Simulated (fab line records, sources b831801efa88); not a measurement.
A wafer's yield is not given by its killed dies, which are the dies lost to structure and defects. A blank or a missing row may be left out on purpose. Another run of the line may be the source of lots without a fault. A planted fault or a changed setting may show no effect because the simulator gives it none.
The tool behind it: which one? + flow gf180mcu + 24 lots, 72 wafers sampled, at 6 steps of a route of 602

WHAT THE GAUGES SHOWED, per wafer
GF_STI_THK_MEAS_02. Usual: STI_OXIDATION_THK typically reads 9.97 nm, with standard deviation 0.2.
| lot  | measured    | on            | STI_OXIDATION_THK (nm) | flag |
|------|-------------|---------------|------------------------|------|
| L074 | day 1 11:31 | film-metro-02 | 10.27 10.27 10.14      |      |
| L075 | day 1 18:26 | film-metro-02 | 10.34 10.13 10.32      |      |
| L076 | day 1 21:31 | film-metro-04 | 10.03 10.22 10.27      |      |
| L077 | day 2 03:14 | film-metro-04 | 10.41 10.09 10.03      |      |
| L078 | day 2 07:31 | film-metro-02 | 10.09 9.89 10.02       |      |
| L079 | day 2 13:52 | film-metro-02 | 9.87 9.84 9.88         |      |
| L080 | day 2 17:57 | film-metro-02 | 9.91 9.83 9.76         |      |
| L081 | day 2 22:47 | film-metro-03 | 9.91 9.96 9.89         |      |
| L082 | day 3 05:23 | film-metro-03 | 10.15 9.79 9.95        |      |
| L083 | day 3 08:31 | film-metro-04 | 10.23 10.26 10.07      |      |
| L084 | day 3 13:52 | film-metro-03 | 10.29 10.01 10.06      |      |
| L085 | day 3 18:32 | film-metro-04 | 10.05 10.16 10.24      |      |
| L086 | day 3 23:31 | film-metro-03 | 9.93 9.89 9.78         |      |
| L087 | day 4 04:32 | film-metro-02 | 9.79 9.80 9.86         |      |
| L088 | day 4 09:32 | film-metro-04 | 10.08 10.13 10.04      |      |
| L089 | day 4 15:08 | film-metro-04 | 9.53 9.59 9.53         |      |
| L090 | day 4 19:31 | film-metro-02 | 9.80 9.89 9.91         |      |
| L091 | day 5 00:31 | film-metro-02 | 10.06 9.93 10.00       |      |
| L092 | day 5 07:26 | film-metro-02 | 9.90 9.65 9.72         |      |
| L093 | day 5 14:53 | film-metro-03 | 9.82 9.82 9.85         |      |
| L094 | day 5 17:25 | film-metro-03 | 9.79 9.68 9.93         |      |
| L095 | day 5 21:28 | film-metro-03 | 9.90 9.82 9.82         |      |
| L096 | day 6 01:31 | film-metro-04 | 10.23 10.11 10.01      |      |
| L097 | day 6 06:31 | film-metro-02 | 10.16 10.38 10.27      |      |

GF_SALICIDE_RS_MEAS_04: measurement is done with a four-point probe. Usual: SALICIDE_TIN_RS typically reads 16.2 ohm/sq, with standard deviation 0.3.
| lot  | measured     | on            | SALICIDE_TIN_RS (ohm/sq) | flag |
|------|--------------|---------------|--------------------------|------|
| L074 | day 15 00:10 | film-metro-04 | 16.6 16.3 16.7           |      |
| L075 | day 15 12:58 | film-metro-01 | 16.0 15.9 15.9           |      |
| L076 | day 15 21:29 | film-metro-03 | 16.2 16.7 16.8           |      |
| L077 | day 16 05:25 | film-metro-01 | 16.6 16.6 16.5           |      |
| L078 | day 16 16:38 | film-metro-01 | 15.9 16.1 16.1           |      |
| L079 | day 17 00:49 | film-metro-01 | 16.2 16.4 16.0           |      |
| L080 | day 17 09:08 | film-metro-01 | 16.1 16.2 16.0           |      |
| L081 | day 17 19:17 | film-metro-01 | 16.1 16.4 16.4           |      |
| L082 | day 18 01:20 | film-metro-04 | 16.4 15.7 15.9           |      |
| L083 | day 18 16:50 | film-metro-01 | 16.7 16.1 16.2           |      |
| L084 | day 18 19:08 | film-metro-03 | 15.9 16.0 15.9           |      |
| L085 | day 18 21:46 | film-metro-04 | 16.6 16.6 16.3           |      |
| L086 | day 19 11:07 | film-metro-03 | 16.9 17.0 16.9           |      |
| L087 | day 19 22:30 | film-metro-03 | 16.0 16.1 15.9           |      |
| L088 | day 20 19:14 | film-metro-04 | 16.0 16.0 16.1           |      |
| L089 | day 20 23:34 | film-metro-01 | 15.9 16.4 15.8           |      |
| L090 | day 21 01:44 | film-metro-03 | 15.8 16.1 15.8           |      |
| L091 | day 21 07:29 | film-metro-04 | 15.8 16.1 15.7           |      |
| L092 | day 21 19:16 | film-metro-03 | 16.5 16.1 16.4           |      |
| L093 | day 22 09:25 | film-metro-04 | 15.9 16.0 15.7           |      |
| L094 | day 22 08:50 | film-metro-04 | 16.1 15.9 16.2           |      |
| L095 | day 22 23:04 | film-metro-04 | 15.8 16.2 15.9           |      |
| L096 | day 22 23:46 | film-metro-04 | 16.1 16.1 16.1           |      |
| L097 | day 23 04:19 | film-metro-01 | 15.7 16.6 16.2           |      |

GF_V2_BOW_MEAS_05. Usual: V2_BOW typically reads 100 um, with standard deviation 8.6.
| lot  | measured     | on            | V2_BOW (um) | flag |
|------|--------------|---------------|-------------|------|
| L074 | day 19 02:31 | film-metro-01 | 93 109 103  |      |
| L075 | day 19 17:23 | film-metro-03 | 97 92 89    |      |
| L076 | day 20 01:29 | film-metro-02 | 112 114 101 |      |
| L077 | day 20 10:28 | film-metro-03 | 83 93 91    |      |
| L078 | day 20 23:10 | film-metro-01 | 91 95 96    |      |
| L079 | day 21 08:36 | film-metro-03 | 102 105 102 |      |
| L080 | day 21 16:03 | film-metro-01 | 106 115 93  |      |
| L081 | day 22 03:07 | film-metro-03 | 101 108 78  |      |
| L082 | day 22 08:29 | film-metro-03 | 106 88 93   |      |
| L083 | day 23 00:05 | film-metro-02 | 94 98 100   |      |
| L084 | day 23 01:41 | film-metro-01 | 96 93 97    |      |
| L085 | day 23 05:40 | film-metro-02 | 100 104 110 |      |
| L086 | day 23 16:34 | film-metro-03 | 86 88 93    |      |
| L087 | day 24 02:58 | film-metro-01 | 95 103 97   |      |
| L088 | day 24 21:40 | film-metro-03 | 99 87 71    |      |
| L089 | day 25 02:13 | film-metro-01 | 117 106 106 |      |
| L090 | day 25 04:08 | film-metro-01 | 108 104 107 |      |
| L091 | day 25 09:39 | film-metro-01 | 99 89 95    |      |
| L092 | day 25 20:29 | film-metro-02 | 116 98 119  |      |
| L093 | day 26 09:14 | film-metro-03 | 99 87 94    |      |
| L094 | day 26 07:39 | film-metro-02 | 87 105 96   |      |
| L095 | day 26 20:07 | film-metro-01 | 108 103 110 |      |
| L096 | day 26 21:35 | film-metro-02 | 112 94 100  |      |
| L097 | day 27 01:04 | film-metro-03 | 110 108 111 |      |

GF_V4_THK_MEAS_03. Usual: V4_CVD_02_THK typically reads 847 nm, with standard deviation 13.
| lot  | measured     | on            | V4_CVD_02_THK (nm) | flag |
|------|--------------|---------------|--------------------|------|
| L074 | day 23 07:19 | film-metro-02 | 838 828 853        |      |
| L075 | day 23 20:11 | film-metro-01 | 844 823 858        |      |
| L076 | day 24 05:28 | film-metro-01 | 842 834 833        |      |
| L077 | day 24 13:17 | film-metro-02 | 844 853 844        |      |
| L078 | day 25 00:31 | film-metro-02 | 831 846 850        |      |
| L079 | day 25 10:03 | film-metro-03 | 843 854 852        |      |
| L080 | day 25 16:20 | film-metro-02 | 834 859 859        |      |
| L081 | day 26 01:30 | film-metro-03 | 854 857 841        |      |
| L082 | day 26 06:46 | film-metro-02 | 851 821 846        |      |
| L083 | day 26 21:07 | film-metro-03 | 841 851 865        |      |
| L084 | day 26 22:46 | film-metro-03 | 831 873 865        |      |
| L085 | day 27 02:02 | film-metro-03 | 863 866 878        |      |
| L086 | day 27 11:23 | film-metro-02 | 832 842 861        |      |
| L087 | day 27 21:48 | film-metro-01 | 847 836 872        |      |
| L088 | day 28 14:30 | film-metro-01 | 827 845 847        |      |
| L089 | day 28 18:11 | film-metro-03 | 840 825 839        |      |
| L090 | day 28 20:13 | film-metro-03 | 859 858 842        |      |
| L091 | day 29 00:40 | film-metro-01 | 842 857 851        |      |
| L092 | day 29 09:25 | film-metro-02 | 841 848 856        |      |
| L093 | day 29 22:34 | film-metro-01 | 854 863 840        |      |
| L094 | day 29 19:28 | film-metro-02 | 831 823 844        |      |
| L095 | day 30 07:52 | film-metro-02 | 858 868 865        |      |
| L096 | day 30 08:32 | film-metro-03 | 829 832 826        |      |
| L097 | day 30 11:40 | film-metro-01 | 857 857 866        |      |

EACH LOT AND THE TOOL THAT RAN IT (in order: tool; ch and the chambers of the sampled wafers; start)
| lot  | GF_M1_SPUTTER_01             | GF_V1_CVD_02                    |
|------|------------------------------|---------------------------------|
| L074 | pvd-sputter-01, day 15 23:17 | pecvd-01 ch 0,1,2, day 16 23:05 |
| L075 | pvd-sputter-04, day 16 12:50 | pecvd-01 ch 0,2, day 17 13:13   |
| L076 | pvd-sputter-04, day 16 22:07 | pecvd-02 ch 0,1, day 17 21:43   |
| L077 | pvd-sputter-01, day 17 06:27 | pecvd-04 ch 1,2, day 18 06:57   |
| L078 | pvd-sputter-04, day 17 17:53 | pecvd-01 ch 0,1,2, day 18 18:41 |
| L079 | pvd-sputter-04, day 18 02:26 | pecvd-02 ch 0,2, day 19 04:13   |
| L080 | pvd-sputter-01, day 18 10:58 | pecvd-04 ch 0,2, day 19 12:07   |
| L081 | pvd-sputter-01, day 18 21:55 | pecvd-02 ch 0,1,2, day 20 00:13 |
| L082 | pvd-sputter-04, day 19 04:19 | pecvd-04 ch 0,2, day 20 05:41   |
| L083 | pvd-sputter-04, day 19 19:49 | pecvd-02 ch 0,1,2, day 20 20:50 |
| L084 | pvd-sputter-01, day 19 22:27 | pecvd-01 ch 0,1, day 20 23:39   |
| L085 | pvd-sputter-04, day 20 01:22 | pecvd-02 ch 0,2, day 21 02:52   |
| L086 | pvd-sputter-03, day 20 14:07 | pecvd-01 ch 0,1,2, day 21 15:10 |
| L087 | pvd-sputter-04, day 21 01:22 | pecvd-04 ch 0,1, day 22 02:08   |
| L088 | pvd-sputter-01, day 21 20:55 | pecvd-01 ch 1,2, day 22 20:38   |
| L089 | pvd-sputter-01, day 22 00:55 | pecvd-02 ch 1,2, day 23 01:23   |
| L090 | pvd-sputter-04, day 22 03:44 | pecvd-01 ch 0,1,2, day 23 03:32 |
| L091 | pvd-sputter-01, day 22 09:10 | pecvd-04 ch 0,1,2, day 23 09:17 |
| L092 | pvd-sputter-01, day 22 21:02 | pecvd-02 ch 0,1, day 23 21:05   |
| L093 | pvd-sputter-04, day 23 11:06 | pecvd-01 ch 0,1,2, day 24 10:54 |
| L094 | pvd-sputter-03, day 23 10:24 | pecvd-02 ch 0,1,2, day 24 10:16 |
| L095 | pvd-sputter-01, day 24 00:16 | pecvd-01 ch 0,2, day 24 23:11   |
| L096 | pvd-sputter-04, day 24 00:56 | pecvd-04 ch 0,1,2, day 24 23:59 |
| L097 | pvd-sputter-03, day 24 04:52 | pecvd-01 ch 0,1,2, day 25 03:55 |
- GF_M1_SPUTTER_01: material TiN, target thk 30 nm, time 25 s.
- GF_V1_CVD_02: deposits SiO2 from TEOS, target thk 850 nm, time 94.851 s.

AS READ BY THE TOOLS THEMSELVES (means over the sampled wafers that have a number; for cases with no such wafer, the mark the record gives instead)
GF_M1_SPUTTER_01. Usual: throttle-valve-pct at 30.1 %, with a standard deviation of 1.1.
| lot  | tool           | throttle-valve-pct (%) | flag |
|------|----------------|------------------------|------|
| L074 | pvd-sputter-01 | 29.5                   |      |
| L075 | pvd-sputter-04 | 31.0                   |      |
| L076 | pvd-sputter-04 | 30.2                   |      |
| L077 | pvd-sputter-01 | 29.0                   |      |
| L078 | pvd-sputter-04 | 31.0                   |      |
| L079 | pvd-sputter-04 | 30.8                   |      |
| L080 | pvd-sputter-01 | 29.6                   |      |
| L081 | pvd-sputter-01 | 29.0                   |      |
| L082 | pvd-sputter-04 | 30.8                   |      |
| L083 | pvd-sputter-04 | 30.2                   |      |
| L084 | pvd-sputter-01 | 29.4                   |      |
| L085 | pvd-sputter-04 | 30.8                   |      |
| L086 | pvd-sputter-03 | 30.0                   |      |
| L087 | pvd-sputter-04 | 30.5                   |      |
| L088 | pvd-sputter-01 | 30.1                   |      |
| L089 | pvd-sputter-01 | 29.7                   |      |
| L090 | pvd-sputter-04 | 30.4                   |      |
| L091 | pvd-sputter-01 | 29.5                   |      |
| L092 | pvd-sputter-01 | 29.5                   |      |
| L093 | pvd-sputter-04 | 30.1                   |      |
| L094 | pvd-sputter-03 | 31.5                   |      |
| L095 | pvd-sputter-01 | 29.5                   |      |
| L096 | pvd-sputter-04 | 30.9                   |      |
| L097 | pvd-sputter-03 | 30.8                   |      |

GF_V1_CVD_02. Usual: heater-power-w at 634 W, with a standard deviation of 94.
| lot  | tool     | heater-power-w (W) | flag |
|------|----------|--------------------|------|
| L074 | pecvd-01 | 660                |      |
| L075 | pecvd-01 | 702                |      |
| L076 | pecvd-02 | 593                |      |
| L077 | pecvd-04 | 680                |      |
| L078 | pecvd-01 | 655                |      |
| L079 | pecvd-02 | 495                |      |
| L080 | pecvd-04 | 646                |      |
| L081 | pecvd-02 | 561                |      |
| L082 | pecvd-04 | 703                |      |
| L083 | pecvd-02 | 554                |      |
| L084 | pecvd-01 | 628                |      |
| L085 | pecvd-02 | 532                |      |
| L086 | pecvd-01 | 681                |      |
| L087 | pecvd-04 | 634                |      |
| L088 | pecvd-01 | 623                |      |
| L089 | pecvd-02 | 518                |      |
| L090 | pecvd-01 | 652                |      |
| L091 | pecvd-04 | 713                |      |
| L092 | pecvd-02 | 661                |      |
| L093 | pecvd-01 | 643                |      |
| L094 | pecvd-02 | 600                |      |
| L095 | pecvd-01 | 671                |      |
| L096 | pecvd-04 | 702                |      |
| L097 | pecvd-01 | 625                |      |

THE ANSWER, worked out from the rows above alone
Rule: lot off if the mean of its wafers having a number is beyond 3 standard deviations from the usual mean. A lot without any number at a reading at which 4 lots or more have one is off too. The other lots that the step has rows for count as sound. Order of review: gauges by route order, followed by the tools' own readings, for which a lot's mean as printed above is used. The first step at which some lot is off is used, and at that step the reading that is off furthest; a lot without a number counts as furthest.
Nothing can be told from this: no lot is off at any reading shown.

WHAT THE SIMULATOR HAD PUT IN
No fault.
